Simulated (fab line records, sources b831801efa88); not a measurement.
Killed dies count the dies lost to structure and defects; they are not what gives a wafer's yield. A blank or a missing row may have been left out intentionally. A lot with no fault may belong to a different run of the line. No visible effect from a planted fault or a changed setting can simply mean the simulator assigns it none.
What tool caused it?    flow sky130    Sampling: 11 lots, 33 wafers, 5 of 708 route steps

== WHAT THE GAUGES READ, wafer by wafer ==
SKY_CONTACT_RS_MEAS_25: the measuring method here is four-point-probe.
lot   measured      on            CONTACT_W_RS (ohm/sq)
L733  day 31 13:38  filmMetro-03  0.3428 0.3391 0.3421
L735  day 32 12:54  filmMetro-04  0.3357 0.3290 0.3339
L736  day 33 04:19  filmMetro-04  0.3382 0.3380 0.3374
L740  day 34 01:36  filmMetro-03  0.3337 0.3343 0.3379
L741  day 34 15:14  filmMetro-03  0.3361 0.3375 0.3337
L743  day 35 00:51  filmMetro-03  0.3410 0.3366 0.3364
L751  day 38 01:38  filmMetro-04  0.3364 0.3428 0.3385
L753  day 38 03:54  filmMetro-04  0.3328 0.3359 0.3350
L752  day 38 04:59  filmMetro-03  0.3347 0.3338 0.3352
L754  day 38 10:04  filmMetro-03  0.3331 0.3362 0.3344
L755  day 38 19:54  filmMetro-03  0.3307 0.3323 0.3348

SKY_VIA1_BOW_MEAS_03.
lot   measured      on            VIA1_BOW (um)
L733  day 32 18:38  filmMetro-02  81 81 74
L735  day 33 17:34  filmMetro-04  76 77 87
L736  day 34 09:13  filmMetro-04  66 72 80
L740  day 35 05:16  filmMetro-04  77 67 70
L741  day 35 18:28  filmMetro-04  78 91 74
L743  day 36 05:39  filmMetro-01  76 76 81
L751  day 39 05:11  filmMetro-02  85 84 84
L753  day 39 06:16  filmMetro-01  80 88 88
L752  day 39 08:08  filmMetro-01  69 74 84
L754  day 39 13:04  filmMetro-04  72 78 81
L755  day 39 22:35  filmMetro-04  90 82 86

== WHAT TOOL EACH LOT RAN ON (gives the tool, then ch and the chambers of the sampled wafers, and finally the start) ==
lot   SKY_METAL1_SPUTTER_00        SKY_METAL1_METAL_ETCH_19          SKY_METAL1_STRIP_20
L733  pvdSputter-03, day 31 14:07  rieMetal-02 ch 0,1, day 32 17:29  plasmaAsher-02 ch 0,1, day 32 17:35
L735  pvdSputter-01, day 32 13:23  rieMetal-03 ch 0,1, day 33 16:08  plasmaAsher-01 ch 0,1, day 33 16:14
L736  pvdSputter-03, day 33 04:47  rieMetal-03 ch 0,1, day 34 08:00  plasmaAsher-02 ch 1, day 34 08:05
L740  pvdSputter-03, day 34 02:05  rieMetal-02 ch 0, day 35 04:06    plasmaAsher-02 ch 0,1, day 35 04:11
L741  pvdSputter-01, day 34 15:43  rieMetal-02 ch 0,1, day 35 16:54  plasmaAsher-02 ch 0,1, day 35 16:59
L743  pvdSputter-01, day 35 01:17  rieMetal-03 ch 0,1, day 36 04:02  plasmaAsher-02 ch 0,1, day 36 04:08
L751  pvdSputter-01, day 38 02:07  rieMetal-01 ch 0, day 39 03:56    plasmaAsher-02 ch 0,1, day 39 04:07
L753  pvdSputter-03, day 38 04:23  rieMetal-02 ch 0,1, day 39 05:06  plasmaAsher-02 ch 0,1, day 39 05:11
L752  pvdSputter-04, day 38 05:27  rieMetal-02 ch 0,1, day 39 06:53  plasmaAsher-03 ch 0, day 39 06:59
L754  pvdSputter-03, day 38 10:33  rieMetal-02 ch 1, day 39 11:55    plasmaAsher-03 ch 0,1, day 39 12:00
L755  pvdSputter-03, day 38 20:23  rieMetal-01 ch 0,1, day 39 21:25  plasmaAsher-01 ch 0,1, day 39 21:30
- SKY_METAL1_SPUTTER_00: material Ti, target thk 15 nm, time 10 s.
- SKY_METAL1_METAL_ETCH_19: etches the open film in Cl2/BCl3, stops on SiO2, target depth 360 nm, time 78 s.
- SKY_METAL1_STRIP_20: strips in O2/N2.

== AS READ BY THE TOOLS THEMSELVES (means over the sampled wafers that have a number; for cases with no such wafer, the mark the record gives instead) ==
SKY_METAL1_SPUTTER_00.
lot   tool           throttleValvePct (%)
L733  pvdSputter-03  30.3
L735  pvdSputter-01  29.6
L736  pvdSputter-03  29.5
L740  pvdSputter-03  29.2
L741  pvdSputter-01  29.5
L743  pvdSputter-01  29.8
L751  pvdSputter-01  29.7
L753  pvdSputter-03  30.3
L752  pvdSputter-04  30.3
L754  pvdSputter-03  29.4
L755  pvdSputter-03  29.3

SKY_METAL1_METAL_ETCH_19.
lot   tool         drypumpMotorCurrentA (A)  oesProductAu (a.u.)  throttleValvePct (%)
L733  rieMetal-02  5.4                       0.851                22.259
L735  rieMetal-03  5.6                       0.855                22.260
L736  rieMetal-03  5.6                       0.851                22.262
L740  rieMetal-02  5.0                       0.851                22.265
L741  rieMetal-02  5.3                       0.829                22.269
L743  rieMetal-03  5.5                       0.852                22.262
L751  rieMetal-01  6.3                       0.857                22.261
L753  rieMetal-02  5.4                       0.855                22.260
L752  rieMetal-02  5.4                       0.858                22.279
L754  rieMetal-02  5.6                       0.860                22.268
L755  rieMetal-01  6.1                       0.854                22.273

SKY_METAL1_STRIP_20.
lot   tool            drypumpMotorCurrentA (A)  oesProductAu (a.u.)  stripTimeToEndpointS (s)
L733  plasmaAsher-02  5.3                       0.342                2.65
L735  plasmaAsher-01  6.3                       0.338                2.66
L736  plasmaAsher-02  4.9                       0.345                2.72
L740  plasmaAsher-02  5.1                       0.343                2.67
L741  plasmaAsher-02  5.1                       0.334                2.49
L743  plasmaAsher-02  5.3                       0.341                2.69
L751  plasmaAsher-02  5.1                       0.344                2.69
L753  plasmaAsher-02  5.1                       0.342                2.66
L752  plasmaAsher-03  5.9                       0.340                2.65
L754  plasmaAsher-03  6.0                       0.339                2.62
L755  plasmaAsher-01  6.4                       0.346                2.66

== THE ANSWER, worked out from the rows above alone ==
Rule: what is usual is taken from the lots themselves. The widest of any qualifying gaps counts: lots, ordered by their means at a reading, are off when they make up no more than a third of the lots, leave a main group of 4 or more, and stand apart from it by 3 or more times the standard deviation of that group's means. Not used: any main group whose means are identical at the precision the tables above print for the reading. Also off: a lot with no number at a reading for which 4 or more lots have one. The other lots that the step has rows for count as sound. First the gauges in route order, then the tools' own readings, where a lot's mean is used as printed above. The first step at which some lot is off is used, and at that step the reading that is off furthest; a lot without a number counts as furthest.
Off: L741 (SKY_METAL1_METAL_ETCH_19, oesProductAu). Main group: mean 0.854 a.u., sd 0.003.
If a tool, at that step or one of the process steps before it, ran each lot that is off and ran no sound lot following the first of them, it fits. Of those tried, none fits.

== WHAT THE SIMULATOR PUT IN ==
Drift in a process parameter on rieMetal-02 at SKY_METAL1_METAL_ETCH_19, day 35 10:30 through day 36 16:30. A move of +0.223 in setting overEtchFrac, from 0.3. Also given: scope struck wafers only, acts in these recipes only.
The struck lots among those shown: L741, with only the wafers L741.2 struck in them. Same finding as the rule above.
